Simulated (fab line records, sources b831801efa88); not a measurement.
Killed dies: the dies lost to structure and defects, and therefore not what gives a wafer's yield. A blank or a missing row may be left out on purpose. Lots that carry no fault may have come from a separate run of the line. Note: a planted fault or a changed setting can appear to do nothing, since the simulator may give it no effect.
Which tool was responsible? || flow sky130 || 11 lots, 33 wafers sampled, at 5 steps of a route of 708

== WHAT THE GAUGES SHOWED, per wafer ==
SKY_LDD_P_TW_MEAS_11.
{"lot": "L182", "measured": "day 19 02:35", "on": "film-metro-01", "LDD_P_TW": "635 634 633"}
{"lot": "L184", "measured": "day 19 20:55", "on": "film-metro-04", "LDD_P_TW": "629 629 626"}
{"lot": "L186", "measured": "day 20 11:50", "on": "film-metro-01", "LDD_P_TW": "632 633 633"}
{"lot": "L185", "measured": "day 20 12:40", "on": "film-metro-01", "LDD_P_TW": "633 630 632"}
{"lot": "L188", "measured": "day 21 13:59", "on": "film-metro-01", "LDD_P_TW": "631 633 632"}
{"lot": "L192", "measured": "day 23 03:37", "on": "film-metro-01", "LDD_P_TW": "636 632 636"}
{"lot": "L193", "measured": "day 23 04:24", "on": "film-metro-01", "LDD_P_TW": "635 634 634"}
{"lot": "L195", "measured": "day 23 22:08", "on": "film-metro-04", "LDD_P_TW": "633 628 632"}
{"lot": "L196", "measured": "day 24 10:15", "on": "film-metro-03", "LDD_P_TW": "636 639 636"}
{"lot": "L205", "measured": "day 27 09:54", "on": "film-metro-03", "LDD_P_TW": "639 642 643"}
{"lot": "L204", "measured": "day 27 12:57", "on": "film-metro-01", "LDD_P_TW": "635 632 632"}

SKY_LDD_LDN_OVL_MEAS_07.
{"lot": "L182", "measured": "day 22 21:38", "on": "overlay-01", "LDD_LDN_OVL (nm)": "1.0 0.8 2.0"}
{"lot": "L184", "measured": "day 23 15:48", "on": "overlay-02", "LDD_LDN_OVL (nm)": "-0.4 -1.8 0.0"}
{"lot": "L186", "measured": "day 24 06:29", "on": "overlay-01", "LDD_LDN_OVL (nm)": "-1.2 -0.7 -0.5"}
{"lot": "L185", "measured": "day 24 07:23", "on": "overlay-01", "LDD_LDN_OVL (nm)": "-2.0 -3.5 -2.3"}
{"lot": "L188", "measured": "day 25 07:05", "on": "overlay-01", "LDD_LDN_OVL (nm)": "-0.4 -0.4 -0.8"}
{"lot": "L192", "measured": "day 26 19:32", "on": "overlay-02", "LDD_LDN_OVL (nm)": "0.9 1.1 2.3"}
{"lot": "L193", "measured": "day 26 22:02", "on": "overlay-01", "LDD_LDN_OVL (nm)": "2.1 1.7 -0.5"}
{"lot": "L195", "measured": "day 27 13:47", "on": "overlay-02", "LDD_LDN_OVL (nm)": "-0.4 -1.3 -0.9"}
{"lot": "L196", "measured": "day 28 02:18", "on": "overlay-01", "LDD_LDN_OVL (nm)": "1.5 1.0 1.0"}
{"lot": "L205", "measured": "day 30 22:54", "on": "overlay-02", "LDD_LDN_OVL (nm)": "-3.4 -3.4 -2.9"}
{"lot": "L204", "measured": "day 31 02:17", "on": "overlay-01", "LDD_LDN_OVL (nm)": "0.3 -0.2 -2.2"}

SKY_SPACER_THK_MEAS_01.
{"lot": "L182", "measured": "day 23 03:20", "on": "film-metro-03", "SPACER_CVD_00_THK (nm)": "42.8 43.1 43.2"}
{"lot": "L184", "measured": "day 23 18:23", "on": "film-metro-04", "SPACER_CVD_00_THK (nm)": "43.7 43.3 43.3"}
{"lot": "L186", "measured": "day 24 08:32", "on": "film-metro-01", "SPACER_CVD_00_THK (nm)": "42.7 42.7 43.0"}
{"lot": "L185", "measured": "day 24 09:44", "on": "film-metro-01", "SPACER_CVD_00_THK (nm)": "43.1 42.6 42.9"}
{"lot": "L188", "measured": "day 25 09:08", "on": "film-metro-04", "SPACER_CVD_00_THK (nm)": "42.7 42.7 42.6"}
{"lot": "L192", "measured": "day 26 21:39", "on": "film-metro-04", "SPACER_CVD_00_THK (nm)": "42.7 43.1 42.9"}
{"lot": "L193", "measured": "day 27 00:06", "on": "film-metro-04", "SPACER_CVD_00_THK (nm)": "43.9 43.8 43.7"}
{"lot": "L195", "measured": "day 27 18:17", "on": "film-metro-03", "SPACER_CVD_00_THK (nm)": "43.5 43.3 43.0"}
{"lot": "L196", "measured": "day 28 04:21", "on": "film-metro-01", "SPACER_CVD_00_THK (nm)": "45.8 44.5 42.9 45.8 44.5 42.9"}
{"lot": "L205", "measured": "day 31 01:40", "on": "film-metro-01", "SPACER_CVD_00_THK (nm)": "42.9 43.0 42.8"}
{"lot": "L204", "measured": "day 31 04:20", "on": "film-metro-03", "SPACER_CVD_00_THK (nm)": "43.2 42.9 43.0"}

== TOOL THAT RAN EACH LOT (tool first, then ch and the chambers of the sampled wafers, then the start) ==
{"lot": "L182", "SKY_LDD_LDN_STRIP_12": "plasma-asher-01 ch 0,1, day 22 22:16", "SKY_SPACER_CVD_00": "lpcvd-02 ch 0, day 23 01:31"}
{"lot": "L184", "SKY_LDD_LDN_STRIP_12": "plasma-asher-01 ch 0,1, day 23 16:26", "SKY_SPACER_CVD_00": "lpcvd-02 ch 1, day 23 17:11"}
{"lot": "L186", "SKY_LDD_LDN_STRIP_12": "plasma-asher-01 ch 0,1, day 24 07:07", "SKY_SPACER_CVD_00": "lpcvd-02 ch 1, day 24 07:20"}
{"lot": "L185", "SKY_LDD_LDN_STRIP_12": "plasma-asher-01 ch 0,1, day 24 08:01", "SKY_SPACER_CVD_00": "lpcvd-02 ch 0, day 24 08:32"}
{"lot": "L188", "SKY_LDD_LDN_STRIP_12": "plasma-asher-02 ch 0,1, day 25 07:43", "SKY_SPACER_CVD_00": "lpcvd-02 ch 0, day 25 07:56"}
{"lot": "L192", "SKY_LDD_LDN_STRIP_12": "plasma-asher-01 ch 0, day 26 20:10", "SKY_SPACER_CVD_00": "lpcvd-02 ch 1, day 26 20:26"}
{"lot": "L193", "SKY_LDD_LDN_STRIP_12": "plasma-asher-04 ch 0,1, day 26 22:40", "SKY_SPACER_CVD_00": "lpcvd-02 ch 1, day 26 22:53"}
{"lot": "L195", "SKY_LDD_LDN_STRIP_12": "plasma-asher-01 ch 0,1, day 27 14:25", "SKY_SPACER_CVD_00": "lpcvd-02 ch 0, day 27 17:05"}
{"lot": "L196", "SKY_LDD_LDN_STRIP_12": "plasma-asher-04 ch 0,1, day 28 02:56", "SKY_SPACER_CVD_00": "lpcvd-02 ch 0, day 28 03:08"}
{"lot": "L205", "SKY_LDD_LDN_STRIP_12": "plasma-asher-04 ch 0, day 30 23:32", "SKY_SPACER_CVD_00": "lpcvd-02 ch 1, day 31 00:27"}
{"lot": "L204", "SKY_LDD_LDN_STRIP_12": "plasma-asher-02 ch 0,1, day 31 02:55", "SKY_SPACER_CVD_00": "lpcvd-02 ch 1, day 31 03:07"}
- SKY_LDD_LDN_STRIP_12: strips in O2/N2.
- SKY_SPACER_CVD_00: deposits Si3N4 from DCS/NH3, target thk 43.1 nm, time 740 s.

== AS READ BY THE TOOLS THEMSELVES (means over the sampled wafers that have a number; for cases with no such wafer, the mark the record gives instead) ==
SKY_LDD_LDN_STRIP_12.
{"lot": "L182", "tool": "plasma-asher-01", "drypump-motor-current-A (A)": 5.8, "oes-product-au (a.u.)": 0.719, "strip-time-to-endpoint-s (s)": 14.17}
{"lot": "L184", "tool": "plasma-asher-01", "drypump-motor-current-A (A)": 6.0, "oes-product-au (a.u.)": 0.715, "strip-time-to-endpoint-s (s)": 14.07}
{"lot": "L186", "tool": "plasma-asher-01", "drypump-motor-current-A (A)": 5.8, "oes-product-au (a.u.)": 0.721, "strip-time-to-endpoint-s (s)": 14.20}
{"lot": "L185", "tool": "plasma-asher-01", "drypump-motor-current-A (A)": 6.0, "oes-product-au (a.u.)": 0.717, "strip-time-to-endpoint-s (s)": 14.14}
{"lot": "L188", "tool": "plasma-asher-02", "drypump-motor-current-A (A)": 5.7, "oes-product-au (a.u.)": 0.713, "strip-time-to-endpoint-s (s)": 14.10}
{"lot": "L192", "tool": "plasma-asher-01", "drypump-motor-current-A (A)": 6.1, "oes-product-au (a.u.)": 0.715, "strip-time-to-endpoint-s (s)": 14.11}
{"lot": "L193", "tool": "plasma-asher-04", "drypump-motor-current-A (A)": 5.9, "oes-product-au (a.u.)": 0.717, "strip-time-to-endpoint-s (s)": 14.13}
{"lot": "L195", "tool": "plasma-asher-01", "drypump-motor-current-A (A)": 5.8, "oes-product-au (a.u.)": 0.720, "strip-time-to-endpoint-s (s)": 14.20}
{"lot": "L196", "tool": "plasma-asher-04", "drypump-motor-current-A (A)": 6.2, "oes-product-au (a.u.)": 0.713, "strip-time-to-endpoint-s (s)": 14.23}
{"lot": "L205", "tool": "plasma-asher-04", "drypump-motor-current-A (A)": 6.6, "oes-product-au (a.u.)": 0.711, "strip-time-to-endpoint-s (s)": 14.16}
{"lot": "L204", "tool": "plasma-asher-02", "drypump-motor-current-A (A)": 5.8, "oes-product-au (a.u.)": 0.721, "strip-time-to-endpoint-s (s)": 14.16}

SKY_SPACER_CVD_00.
{"lot": "L182", "tool": "lpcvd-02", "spike-tc-centre-C (C)": 770.0, "zone-power-centre-pct (%)": 13.2, "zone-power-lower-pct (%)": 11.8}
{"lot": "L184", "tool": "lpcvd-02", "spike-tc-centre-C (C)": 770.8, "zone-power-centre-pct (%)": 14.4, "zone-power-lower-pct (%)": 12.6}
{"lot": "L186", "tool": "lpcvd-02", "spike-tc-centre-C (C)": 771.4, "zone-power-centre-pct (%)": 14.3, "zone-power-lower-pct (%)": 12.4}
{"lot": "L185", "tool": "lpcvd-02", "spike-tc-centre-C (C)": 770.7, "zone-power-centre-pct (%)": 13.3, "zone-power-lower-pct (%)": 11.8}
{"lot": "L188", "tool": "lpcvd-02", "spike-tc-centre-C (C)": 771.3, "zone-power-centre-pct (%)": 13.1, "zone-power-lower-pct (%)": 11.7}
{"lot": "L192", "tool": "lpcvd-02", "spike-tc-centre-C (C)": 771.8, "zone-power-centre-pct (%)": 14.5, "zone-power-lower-pct (%)": 12.5}
{"lot": "L193", "tool": "lpcvd-02", "spike-tc-centre-C (C)": 772.6, "zone-power-centre-pct (%)": 14.4, "zone-power-lower-pct (%)": 12.4}
{"lot": "L195", "tool": "lpcvd-02", "spike-tc-centre-C (C)": 770.5, "zone-power-centre-pct (%)": 13.2, "zone-power-lower-pct (%)": 11.8}
{"lot": "L196", "tool": "lpcvd-02", "spike-tc-centre-C (C)": 783.5, "zone-power-centre-pct (%)": 16.5, "zone-power-lower-pct (%)": 10.2}
{"lot": "L205", "tool": "lpcvd-02", "spike-tc-centre-C (C)": 771.9, "zone-power-centre-pct (%)": 14.5, "zone-power-lower-pct (%)": 12.6}
{"lot": "L204", "tool": "lpcvd-02", "spike-tc-centre-C (C)": 771.9, "zone-power-centre-pct (%)": 14.3, "zone-power-lower-pct (%)": 12.4}

== THE ANSWER, worked out from the rows above alone ==
Rule: the lots themselves supply what counts as usual. The widest of any qualifying gaps counts: lots, ordered by their means at a reading, are off when they make up no more than a third of the lots, leave a main group of 4 or more, and stand apart from it by 3 or more times the standard deviation of that group's means. A main group whose means are all the same, to the digits that the tables above print for the reading, isn't used. A lot without any number at a reading at which 4 lots or more have one is off too. All remaining lots with rows at the step are treated as sound. After the gauges, taken in route order, come the tools' own readings; for these a lot's mean is taken, as printed above. At the first step where some lot is off, the reading lying furthest off is the one used; lots without a number count as furthest.
Off: L196 (SKY_SPACER_CVD_00, spike-tc-centre-C). The main group has a mean of 771.3 C with a standard deviation of 0.75.
If a tool, at that step or one of the process steps before it, ran each lot that is off and ran no sound lot following the first of them, it fits. Of those tried, none fits.

== WHAT THE SIMULATOR HAD PUT IN ==
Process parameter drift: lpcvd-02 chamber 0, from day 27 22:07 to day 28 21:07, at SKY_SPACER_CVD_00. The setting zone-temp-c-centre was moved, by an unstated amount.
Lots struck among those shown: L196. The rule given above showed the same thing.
